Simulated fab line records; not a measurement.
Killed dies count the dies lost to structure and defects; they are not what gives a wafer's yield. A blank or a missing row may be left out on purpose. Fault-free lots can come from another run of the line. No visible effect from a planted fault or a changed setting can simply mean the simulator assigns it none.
fab line records	flow sky130
record lots=5	wafers=15	lastDay=50
route steps=708 shown PASSIVATION@688 PAD_OPEN@694
lots untouched by any fault: they come from a run of this same line in which no faults occurred
startH: start of the lot's first displayed wafer, in hours after the record's first day	waitH: time in hours since the lot's previous step	" the same as in the row above	L1.1+2: a single row standing in for several wafers	- either no value or no given start	* or withheld: withheld	< > ~ a bound
route shown NAME@n: NAME is a module with steps in the file, n the number in the route of the first one	usual: mean/standard deviation taken from wafers without a fault	same: alike in all rows	chamber/n: place in a boat	sites: per-site readings	_std_site: standard deviation across them	_edge_site: outer sites' mean less inner sites'	radiusMm: for every site, how far away it sits from the centre of the wafer	mask NAME#n: copy n	behind: tool/chamber where the wafer was last shaped	hold: why the lot was held/for how many hours/how that ended	device: whichever transistor did not switch (one of n, p or np)	end of line: at the end of the route, the tests of the same wafers	where a step has no rows: the recipe by itself	killed: not the wafer's yield, but the dies lost to structure and defects at the first sort	map: a wafer's dies, x killed, . not, _ none there
set.NAME: setting as actually run; set.NAME@STEP: the setting as run at that earlier step	model.NAME: the simulator's own value behind a step, which no gauge read
lots at some steps of the route; a table a step, a row a wafer
services: when a tool's chamber went out of use (startH, in hours from the record's first day, below 0 if earlier), for how many hours, and the reason
## steps
# step SKY_PASSIVATION_SOFTBAKE_07
# recipe tempC=110	timeS=withheld
# usual resistLineTempC=22.97/0.11
lot.wafer	tool	chamber	startH	waitH	resistLineTempC
L074.2	lithoTrack-01	0	1054.71	0.1	23.01
L074.3	"	0	"	"	23.13
L074.5	"	0	"	"	22.90
L075.1	lithoTrack-01	0	1064.68	0.1	23.08
L075.3	"	0	"	"	22.93
L075.6	"	0	"	"	22.95
L083.4	lithoTrack-01	0	1100.63	0.1	23.09
L083.5	"	0	"	"	22.96
L083.6	"	0	"	"	23.04
L089.1	lithoTrack-03	0	1140.71	0.1	22.87
L089.2	"	0	"	"	22.98
L089.6	"	0	"	"	22.99
L093.1	lithoTrack-01	0	1165.38	0.1	23.14
L093.4	"	0	"	"	23.07
L093.6	"	0	"	"	22.93
# step SKY_PASSIVATION_EXPOSE_08
# recipe maskId=NSM	targetCdNm=3000	na=0.57	doseMj=260
lot.wafer	tool	chamber	startH	waitH	mask
L074.2+3+5	ilineStepper-01	0	-	-	NSM#0
L075.1+3+6	ilineStepper-02	0	-	-	NSM#0
L083.4+5+6	ilineStepper-02	0	-	-	NSM#0
L089.1+2+6	ilineStepper-02	0	-	-	NSM#0
L093.1+4+6	ilineStepper-01	0	-	-	NSM#0
# step SKY_PASSIVATION_PEB_09
# recipe tempC=115	timeS=withheld
# usual resistLineTempC=23.03/0.11
lot.wafer	tool	chamber	startH	waitH	resistLineTempC
L074.2	lithoTrack-01	0	-	-	23.15
L074.3	"	0	"	"	23.02
L074.5	"	0	"	"	23.04
L075.1	lithoTrack-03	0	-	-	22.98
L075.3	"	0	"	"	23.00
L075.6	"	0	"	"	23.07
L083.4	lithoTrack-02	0	-	-	22.98
L083.5	"	0	"	"	23.12
L083.6	"	0	"	"	23.11
L089.1	lithoTrack-02	0	-	-	23.08
L089.2	"	0	"	"	23.00
L089.6	"	0	"	"	23.18
L093.1	lithoTrack-02	0	-	-	22.86
L093.4	"	0	"	"	22.99
L093.6	"	0	"	"	22.93
# step SKY_PASSIVATION_DEVELOP_10
# recipe developTimeS=60	devTempC=23
# usual resistLineTempC=22.97/0.12
lot.wafer	tool	chamber	startH	waitH	resistLineTempC
L074.2	lithoTrack-01	0	-	-	22.94
L074.3	"	0	"	"	22.78
L074.5	"	0	"	"	22.87
L075.1	lithoTrack-03	0	-	-	22.91
L075.3	"	0	"	"	22.85
L075.6	"	0	"	"	22.90
L083.4	lithoTrack-02	0	-	-	22.97
L083.5	"	0	"	"	23.04
L083.6	"	0	"	"	22.84
L089.1	lithoTrack-02	0	-	-	23.09
L089.2	"	0	"	"	22.75
L089.6	"	0	"	"	22.95
L093.1	lithoTrack-02	0	-	-	22.95
L093.4	"	0	"	"	22.83
L093.6	"	0	"	"	23.12
# step SKY_PASSIVATION_ETCH_11
# recipe chemistry=CF4/O2	targetDepthNm=725	stopOn=AlCu	sourceW=800	biasW=150	pressureMtorr=150	cf4FlowSccm=80	O2_flow_sccm=10	timeS=161.1
# usual biasW=150.0/0.45	drypumpMotorCurrentA=5.7/0.5	oesProductAu=0.978/0.0064	throttleValvePct=5.964/0.0092
lot.wafer	tool	chamber	startH	waitH	biasW	drypumpMotorCurrentA	oesProductAu	rfHoursCounterH	throttleValvePct
L074.2	rieDiel-04	2	1064.23	-	150.2	6.5	0.977	14	5.980
L074.3	"	3	"	"	150.0	5.9	0.979	19	5.956
L074.5	"	3	"	"	150.0	5.9	0.991	-	5.940
L075.1	rieDiel-01	1	1076.16	-	149.9	5.2	0.982	14	5.966
L075.3	"	3	"	"	149.8	4.8	0.972	16	5.952
L075.6	"	0	"	"	150.0	6.2	0.975	-	5.995
L083.4	rieDiel-01	3	1110.80	-	149.5	4.8	0.975	18	5.954
L083.5	"	1	"	"	149.8	5.2	0.983	-	5.962
L083.6	"	0	"	"	149.9	6.2	0.972	-	5.970
L089.1	rieDiel-03	2	1150.15	-	150.3	5.2	0.983	10	5.962
L089.2	"	0	"	"	149.9	5.0	0.985	19	5.980
L089.6	"	0	"	"	149.3	5.0	0.987	-	5.966
L093.1	rieDiel-01	1	1173.55	-	150.0	5.2	0.965	18	5.949
L093.4	"	2	"	"	149.3	5.5	0.977	15	5.953
L093.6	"	0	"	"	149.5	6.2	0.987	-	5.968
# step SKY_PASSIVATION_STRIP_12
# recipe chemistry=O2/N2	powerW=1400	pressureMtorr=1500	platenTempC=withheld	overashFraction=0.7	o2FlowSccm=3000	n2FlowSccm=300
# usual drypumpMotorCurrentA=5.9/0.5	oesProductAu=0.661/0.0045	stripTimeToEndpointS=31.29/0.15
lot.wafer	tool	chamber	startH	waitH	drypumpMotorCurrentA	oesProductAu	rfHoursCounterH	stripTimeToEndpointS
L074.2	plasmaAsher-04	0	1064.34	0.1	5.1	0.659	0	31.37
L074.3	"	1	"	"	6.3	0.654	-	31.17
L074.5	"	1	"	"	6.3	0.654	-	31.09
L075.1	plasmaAsher-04	0	1076.27	0.1	5.1	0.664	1	31.50
L075.3	"	0	"	"	5.1	0.664	-	31.53
L075.6	"	1	"	"	6.3	0.660	-	31.45
L083.4	plasmaAsher-02	0	1110.94	0.1	6.1	0.664	-	31.52
L083.5	"	0	"	"	6.0	0.660	-	31.40
L083.6	"	1	"	"	6.5	0.666	-	31.40
L089.1	plasmaAsher-04	1	1150.26	0.1	6.3	0.658	7	31.36
L089.2	"	0	"	"	5.1	0.656	7	31.23
L089.6	"	0	"	"	5.1	0.654	-	31.14
L093.1	plasmaAsher-02	1	1173.66	0.1	6.5	0.668	44	31.36
L093.4	"	1	"	"	6.5	0.659	-	31.32
L093.6	"	1	"	"	6.5	0.659	-	31.30
# step SKY_PAD_OPEN_DEHYDRATE_00
# recipe tempC=200	timeS=60
# usual resistLineTempC=23.00/0.095
lot.wafer	tool	chamber	startH	waitH	resistLineTempC
L074.2	lithoTrack-04	0	1074.86	10.5	23.07
L074.3	"	0	"	"	23.02
L074.5	"	0	"	"	22.98
L075.1	lithoTrack-03	0	1085.71	9.4	22.96
L075.3	"	0	"	"	23.10
L075.6	"	0	"	"	22.98
L083.4	lithoTrack-03	0	1120.79	9.8	22.87
L083.5	"	0	"	"	22.76
L083.6	"	0	"	"	22.81
L089.1	lithoTrack-04	0	1158.43	8.1	23.10
L089.2	"	0	"	"	22.91
L089.6	"	0	"	"	22.97
L093.1	lithoTrack-01	0	1181.03	7.3	23.04
L093.4	"	0	"	"	22.90
L093.6	"	0	"	"	23.04
# step SKY_PAD_OPEN_HMDS_01
# recipe primeTimeS=60	primeTempC=120
# usual resistLineTempC=23.02/0.098
# same primeTimeS=60
lot.wafer	tool	chamber	startH	waitH	resistLineTempC
L074.2	lithoTrack-04	0	1075.01	0.1	23.04
L074.3	"	0	"	"	23.11
L074.5	"	0	"	"	23.02
L075.1	lithoTrack-03	0	1085.86	0.1	23.03
L075.3	"	0	"	"	22.76
L075.6	"	0	"	"	23.05
L083.4	lithoTrack-03	0	1120.94	0.1	23.15
L083.5	"	0	"	"	23.04
L083.6	"	0	"	"	23.01
L089.1	lithoTrack-04	0	1158.58	0.1	22.98
L089.2	"	0	"	"	23.06
L089.6	"	0	"	"	22.92
L093.1	lithoTrack-01	0	1181.18	0.1	23.12
L093.4	"	0	"	"	22.95
L093.6	"	0	"	"	22.88
# step SKY_PAD_OPEN_COAT_02
# recipe spinRpm=2000	resistThkNm=3000
# usual resistLineTempC=23.01/0.11
lot.wafer	tool	chamber	startH	waitH	resistLineTempC
L074.2	lithoTrack-04	0	1075.16	0.1	23.09
L074.3	"	0	"	"	23.12
L074.5	"	0	"	"	22.96
L075.1	lithoTrack-03	0	1086.01	0.1	22.99
L075.3	"	0	"	"	22.79
L075.6	"	0	"	"	23.23
L083.4	lithoTrack-03	0	1121.09	0.1	22.92
L083.5	"	0	"	"	22.95
L083.6	"	0	"	"	22.88
L089.1	lithoTrack-04	0	1158.73	0.1	23.05
L089.2	"	0	"	"	23.00
L089.6	"	0	"	"	23.07
L093.1	lithoTrack-01	0	1181.33	0.1	23.15
L093.4	"	0	"	"	23.24
L093.6	"	0	"	"	23.02
# step SKY_PAD_OPEN_SOFTBAKE_03
# recipe tempC=110	timeS=withheld
# usual resistLineTempC=23.03/0.11
lot.wafer	tool	chamber	startH	waitH	resistLineTempC
L074.2	lithoTrack-04	0	1075.32	0.1	22.79
L074.3	"	0	"	"	22.86
L074.5	"	0	"	"	22.88
L075.1	lithoTrack-03	0	1086.16	0.1	23.11
L075.3	"	0	"	"	22.98
L075.6	"	0	"	"	23.17
L083.4	lithoTrack-03	0	1121.26	0.1	22.97
L083.5	"	0	"	"	22.86
L083.6	"	0	"	"	22.94
L089.1	lithoTrack-04	0	1158.88	0.1	22.94
L089.2	"	0	"	"	22.93
L089.6	"	0	"	"	22.96
L093.1	lithoTrack-01	0	1181.48	0.1	22.97
L093.4	"	0	"	"	23.12
L093.6	"	0	"	"	23.02
# step SKY_PAD_OPEN_EXPOSE_04
# recipe maskId=PDM	targetCdNm=60000	na=0.57	doseMj=260
lot.wafer	tool	chamber	startH	waitH	mask
L074.2+3+5	ilineStepper-02	0	-	-	PDM#0
L075.1+3+6	ilineStepper-01	0	-	-	PDM#0
L083.4+5+6	ilineStepper-01	0	-	-	PDM#0
L089.1+2+6	ilineStepper-01	0	-	-	PDM#0
L093.1+4+6	ilineStepper-01	0	-	-	PDM#0
# step SKY_PAD_OPEN_PEB_05
# recipe tempC=115	timeS=withheld
# usual resistLineTempC=23.02/0.1
lot.wafer	tool	chamber	startH	waitH	resistLineTempC
L074.2	lithoTrack-03	0	-	-	22.89
L074.3	"	0	"	"	22.89
L074.5	"	0	"	"	22.84
L075.1	lithoTrack-03	0	-	-	23.09
L075.3	"	0	"	"	23.20
L075.6	"	0	"	"	23.11
L083.4	lithoTrack-04	0	-	-	23.09
L083.5	"	0	"	"	23.03
L083.6	"	0	"	"	22.95
L089.1	lithoTrack-03	0	-	-	22.81
L089.2	"	0	"	"	22.85
L089.6	"	0	"	"	22.91
L093.1	lithoTrack-01	0	-	-	23.11
L093.4	"	0	"	"	22.98
L093.6	"	0	"	"	23.11
# step SKY_PAD_OPEN_DEVELOP_06
# recipe developTimeS=60	devTempC=23
# usual resistLineTempC=23.00/0.11
lot.wafer	tool	chamber	startH	waitH	resistLineTempC
L074.2	lithoTrack-03	0	-	-	22.95
L074.3	"	0	"	"	22.89
L074.5	"	0	"	"	22.89
L075.1	lithoTrack-03	0	-	-	22.81
L075.3	"	0	"	"	23.07
L075.6	"	0	"	"	22.96
L083.4	lithoTrack-04	0	-	-	23.12
L083.5	"	0	"	"	23.14
L083.6	"	0	"	"	23.11
L089.1	lithoTrack-03	0	-	-	22.92
L089.2	"	0	"	"	23.11
L089.6	"	0	"	"	22.96
L093.1	lithoTrack-01	0	-	-	22.97
L093.4	"	0	"	"	22.82
L093.6	"	0	"	"	23.08
# step SKY_PAD_OPEN_ETCH_07
# recipe chemistry=CF4/O2	targetDepthNm=725	stopOn=AlCu	sourceW=800	biasW=150	pressureMtorr=150	cf4FlowSccm=80	O2_flow_sccm=10	timeS=153.4
# usual biasW=150.0/0.49	drypumpMotorCurrentA=5.6/0.48	oesProductAu=0.993/0.0068	throttleValvePct=5.969/0.0086
lot.wafer	tool	chamber	startH	waitH	biasW	drypumpMotorCurrentA	oesProductAu	rfHoursCounterH	throttleValvePct
L074.2	rieDiel-04	1	1085.71	-	149.7	5.8	0.993	23	5.969
L074.3	"	3	"	"	149.7	5.9	0.999	20	5.963
L074.5	"	3	"	"	150.3	5.9	0.989	-	5.966
L075.1	rieDiel-03	0	1096.36	-	149.7	5.0	0.993	17	5.982
L075.3	"	3	"	"	150.2	6.1	0.985	14	5.967
L075.6	"	3	"	"	150.0	6.1	0.999	-	5.969
L083.4	rieDiel-02	1	1131.03	-	149.1	5.5	0.995	29	5.964
L083.5	"	3	"	"	150.6	5.4	1.000	-	5.969
L083.6	"	0	"	"	150.3	5.5	1.005	-	5.968
L089.1	rieDiel-03	2	1167.71	-	149.7	5.2	0.991	11	5.972
L089.2	"	1	"	"	150.3	6.0	1.006	25	5.970
L089.6	"	2	"	"	150.0	5.2	0.986	-	5.986
L093.1	rieDiel-03	3	1189.28	-	150.5	6.0	0.982	18	5.979
L093.4	"	2	"	"	149.8	5.3	0.986	12	5.968
L093.6	"	2	"	"	150.1	5.2	0.987	-	5.984
# step SKY_PAD_OPEN_STRIP_08
# recipe chemistry=O2/N2	powerW=1400	pressureMtorr=1500	platenTempC=withheld	overashFraction=0.7	o2FlowSccm=3000	n2FlowSccm=300
# usual drypumpMotorCurrentA=5.9/0.52	oesProductAu=0.663/0.0044	stripTimeToEndpointS=37.02/0.11
lot.wafer	tool	chamber	startH	waitH	drypumpMotorCurrentA	oesProductAu	rfHoursCounterH	stripTimeToEndpointS
L074.2	plasmaAsher-03	0	1085.82	0.1	5.3	0.658	98	36.91
L074.3	"	0	"	"	5.3	0.663	-	36.87
L074.5	"	0	"	"	5.3	0.655	-	36.88
L075.1	plasmaAsher-03	1	1096.47	0.1	5.5	0.659	99	36.97
L075.3	"	0	"	"	5.3	0.656	-	37.10
L075.6	"	0	"	"	5.3	0.657	-	37.05
L083.4	plasmaAsher-02	0	1131.17	0.1	6.1	0.667	-	37.20
L083.5	"	1	"	"	6.5	0.661	-	37.17
L083.6	"	0	"	"	6.0	0.662	-	37.20
L089.1	plasmaAsher-02	0	1167.82	0.1	6.1	0.662	44	36.89
L089.2	"	1	"	"	6.5	0.659	44	36.86
L089.6	"	0	"	"	6.1	0.659	-	36.93
L093.1	plasmaAsher-02	1	1189.39	0.1	6.5	0.659	46	37.05
L093.4	"	1	"	"	6.5	0.667	-	36.87
L093.6	"	0	"	"	6.0	0.661	-	36.98
# step SKY_PAD_OPEN_STRIP_09
# recipe chemistry=postEtchResidueRemover	timeS=1200	tempC=72.5
# usual tempC=72.50/0.13
lot.wafer	tool	chamber	startH	waitH	tempC
L074.2	wetBench-03	3	1085.92	0.1	72.22
L074.3	"	3	"	"	72.41
L074.5	"	3	"	"	72.51
L075.1	wetBench-03	2	1096.57	0.1	72.39
L075.3	"	2	"	"	72.57
L075.6	"	2	"	"	72.33
L083.4	wetBench-03	1	1131.24	0.0	72.67
L083.5	"	1	"	"	72.60
L083.6	"	1	"	"	72.61
L089.1	wetBench-04	1	1167.97	0.1	72.52
L089.2	"	1	"	"	72.45
L089.6	"	1	"	"	72.43
L093.1	wetBench-03	1	1189.49	0.1	72.31
L093.4	"	1	"	"	72.54
L093.6	"	1	"	"	72.69
# step SKY_PAD_OPEN_CLEAN_10
# recipe chemistry=IPA	timeS=180	tempC=25
# usual tempC=25.02/0.13
lot.wafer	tool	chamber	startH	waitH	tempC
L074.2	wetBench-03	3	1086.33	0.0	25.09
L074.3	"	3	"	"	25.05
L074.5	"	3	"	"	25.07
L075.1	wetBench-02	0	1096.94	0.0	25.02
L075.3	"	0	"	"	24.94
L075.6	"	0	"	"	25.24
L083.4	wetBench-02	2	1131.58	0.0	24.95
L083.5	"	2	"	"	25.01
L083.6	"	2	"	"	25.01
L089.1	wetBench-02	1	1168.31	0.0	25.18
L089.2	"	1	"	"	25.08
L089.6	"	1	"	"	24.87
L093.1	wetBench-04	2	1189.83	0.0	24.88
L093.4	"	2	"	"	25.09
L093.6	"	2	"	"	25.01
# step SKY_PAD_OPEN_CLEAN_11
# recipe chemistry=O3/DIW	dry=n2Spin
lot.wafer	tool	chamber	startH	waitH
L074.2+3+5	wetBench-03	3	1086.40	0.0
L075.1+3+6	wetBench-03	2	1097.00	0.0
L083.4+5+6	wetBench-03	0	1131.64	0.0
L089.1+2+6	wetBench-04	3	1168.37	0.0
L093.1+4+6	wetBench-02	1	1189.96	0.0
# step SKY_PAD_OPEN_ANNEAL_12
# recipe tempC=400	timeS=withheld	ambient=N2/H2	idleTempC=300	rampUpCPerMin=8	rampDownCPerMin=4
# usual spikeTcCentreC=400.6/1.6	spikeTcUpperC=398.7/1
lot.wafer	tool	chamber	startH	waitH	spikeTcCentreC	spikeTcUpperC
L074.2	furnace-02	0	1086.50	0.0	400.5	398.9
L074.3	"	0	"	"	399.9	398.2
L074.5	"	0	"	"	400.3	398.7
L075.1	furnace-02	0	1097.09	0.0	400.5	398.4
L075.3	"	0	"	"	399.0	396.7
L075.6	"	0	"	"	399.9	399.2
L083.4	furnace-02	0	1131.73	0.0	398.8	400.0
L083.5	"	0	"	"	399.4	399.2
L083.6	"	0	"	"	400.3	397.4
L089.1	furnace-01	0	1168.46	0.0	400.6	399.8
L089.2	"	0	"	"	402.1	398.5
L089.6	"	0	"	"	401.8	398.2
L093.1	furnace-01	0	1190.05	0.0	401.0	398.8
L093.4	"	0	"	"	401.2	398.7
L093.6	"	0	"	"	402.1	399.7
# step SKY_PAD_OPEN_BOW_MEAS_13
# recipe mode=bow
# usual PAD_OPEN_BOW=46/9.6
lot.wafer	tool	chamber	startH	waitH	PAD_OPEN_BOW[um]
L074.2	filmMetro-04	-	1088.02	-	65
L074.3	"	-	"	"	63
L074.5	"	-	"	"	67
L075.1	filmMetro-01	-	1098.59	-	39
L075.3	"	-	"	"	43
L075.6	"	-	"	"	45
L083.4	filmMetro-03	-	1133.29	-	39
L083.5	"	-	"	"	42
L083.6	"	-	"	"	31
L089.1	filmMetro-04	-	1169.96	-	59
L089.2	"	-	"	"	61
L089.6	"	-	"	"	49
L093.1	filmMetro-01	-	1191.55	-	40
L093.4	"	-	"	"	35
L093.6	"	-	"	"	36
# step SKY_PAD_OPEN_PROBE_99
# usual defectLimitedYield=82.4/1.8	killed_at_M0_to_M3=44/6.3	killed_at_M4_up=3.1/1.8	killedAtContacts=25/5.1	killedAtFrontEnd=15/4.1	killedAtOther=0.3/0.71	killedDies=87/8.8	killedOpen=47/6.8	killedShort=40/6.7	sort_bin_3_pad_short=0.9/0.39	sort_bin_5_function=10.4/1.5	sort_bin_6_memory=6.4/1.1	sortNPass=405/8.8	sortYieldPct=82.4/1.8
# same grossDies=492	killedAtBackSide=0	sort_bin_4_leakage[%]=0	sort_bin_8_speed[%]=0
lot.wafer	tool	chamber	startH	waitH	defectLimitedYield[%]	killed_at_M0_to_M3	killed_at_M4_up	killedAtContacts	killedAtFrontEnd	killedAtOther	killedDies	killedOpen	killedShort	sort_bin_3_pad_short[%]	sort_bin_5_function[%]	sort_bin_6_memory[%]	sortNPass	sortYieldPct[%]
L075.1	prober-02	-	1098.71	0.1	81.9	38	2	26	23	0	89	55	31	0.8	10.4	6.9	403	81.9
L075.3	prober-02	-	1098.81	0.2	82.7	40	3	25	17	0	85	39	43	0.2	11.4	5.7	407	82.7
L075.6	prober-02	-	1098.96	0.2	79.7	52	1	26	20	1	100	66	34	1.0	13.2	6.1	392	79.7
L083.4	prober-02	-	1133.50	0.2	83.3	50	2	14	16	0	82	42	40	0.6	12.2	3.9	410	83.3
L083.5	prober-02	-	1133.55	0.2	79.9	49	6	21	23	0	99	36	63	0.6	12.2	7.3	393	79.9
L083.6	prober-02	-	1133.60	0.2	82.9	43	3	30	8	0	84	50	34	0.6	11.6	4.9	408	82.9
L089.1	prober-01	-	1170.08	0.1	82.5	41	3	30	12	0	86	46	40	1.6	9.6	6.3	406	82.5
L089.2	prober-01	-	1170.13	0.1	80.9	48	2	29	15	0	94	46	48	1.2	10.6	7.3	398	80.9
L089.6	prober-01	-	1170.33	0.2	83.1	39	2	29	11	2	83	43	38	0.4	9.6	6.9	409	83.1
# killed by level:class
L075.1 VIA3:geometricParticle:open=10 LI_CONTACT:geometricParticle:open=9 CONTACT:geometricParticle:open=9 FIELD_ISO:geometricParticle:short=7 VIA1:geometricParticle:open=6 POLY_GATE:geometricParticle:open=5 METAL2:geometricParticle:short=4 VIA2:geometricParticle:open=4
L075.3 METAL2:geometricParticle:short=9 LI_CONTACT:geometricParticle:open=9 METAL1:geometricParticle:short=7 FIELD_ISO:geometricParticle:open=5 CONTACT:geometricParticle:short=5 CONTACT:geometricParticle:open=5 VIA1:geometricParticle:short=5 VIA1:geometricParticle:open=5
L075.6 VIA1:geometricParticle:open=17 VIA3:geometricParticle:open=12 FIELD_ISO:geometricParticle:open=8 CONTACT:geometricParticle:open=8 VIA2:geometricParticle:open=7 LI_CONTACT:geometricParticle:open=7 FIELD_ISO:geometricParticle:short=5 CONTACT:geometricParticle:short=5
L083.4 VIA1:geometricParticle:open=10 VIA1:geometricParticle:short=8 VIA3:geometricParticle:open=8 METAL2:geometricParticle:short=7 CONTACT:geometricParticle:open=7 FIELD_ISO:geometricParticle:open=5 CONTACT:geometricParticle:short=4 METAL1:geometricParticle:short=4
L083.5 FIELD_ISO:geometricParticle:short=13 METAL2:geometricParticle:short=10 VIA3:geometricParticle:short=8 VIA3:geometricParticle:open=7 METAL4:geometricParticle:short=6 CONTACT:geometricParticle:open=6 VIA1:geometricParticle:open=6 VIA1:geometricParticle:short=5
L083.6 CONTACT:geometricParticle:open=10 VIA1:geometricParticle:open=10 LI_CONTACT:geometricParticle:open=8 VIA3:geometricParticle:open=8 VIA2:geometricParticle:open=6 VIA3:geometricParticle:short=6 LI_CONTACT:geometricParticle:short=4 CONTACT:geometricParticle:short=4
L089.1 CONTACT:geometricParticle:open=11 VIA2:geometricParticle:open=9 LI_CONTACT:geometricParticle:open=7 CONTACT:geometricParticle:short=6 METAL1:geometricParticle:short=6 VIA3:geometricParticle:short=5 VIA1:geometricParticle:open=5 METAL2:geometricParticle:short=5
L089.2 CONTACT:geometricParticle:open=9 VIA3:geometricParticle:open=9 LI_CONTACT:geometricParticle:open=8 METAL1:geometricParticle:short=8 LOCAL_INTERCONNECT:geometricParticle:short=7 VIA2:geometricParticle:open=6 VIA1:geometricParticle:short=6 METAL2:geometricParticle:short=6
L089.6 VIA3:geometricParticle:open=9 LI_CONTACT:geometricParticle:open=8 VIA2:geometricParticle:open=8 CONTACT:geometricParticle:open=8 METAL1:geometricParticle:short=8 CONTACT:geometricParticle:short=6 VIA1:geometricParticle:short=6 POLY_GATE:geometricParticle:short=5
## services
tool	chamber	startH	hours	kind
rieDiel-04	0	1036.17	30.6	repair
ilineStepper-01	-	1038.84	4.5	repair
furnace-02	-	1039.31	34.8	pm
plasmaAsher-04	-	1055.25	9.0	pm
plasmaAsher-04	0	1055.25	9.0	ventCycle
rieDiel-04	2	1056.32	3.3	repair
wetBench-03	-	1065.88	2.9	repair
ilineStepper-01	-	1072.20	0.7	repair
plasmaAsher-04	-	1077.94	14.6	pm
rieDiel-03	3	1079.84	2.9	repair
rieDiel-03	1	1083.33	2.2	repair
ilineStepper-02	-	1085.93	0.9	repair
wetBench-04	-	1103.78	10.4	repair
furnace-01	-	1106.29	3.6	pm
rieDiel-04	-	1106.76	2.8	pm
rieDiel-01	3	1121.04	3.4	repair
rieDiel-04	1	1131.00	7.8	repair
furnace-02	-	1139.64	3.9	pm
ilineStepper-01	-	1159.55	1.7	pm
plasmaAsher-02	-	1160.96	3.7	repair
ilineStepper-02	-	1170.42	1.7	pm
ilineStepper-01	-	1177.32	2.6	repair
rieDiel-04	3	1177.53	9.4	repair
rieDiel-02	3	1179.70	4.9	repair
## key
fault none
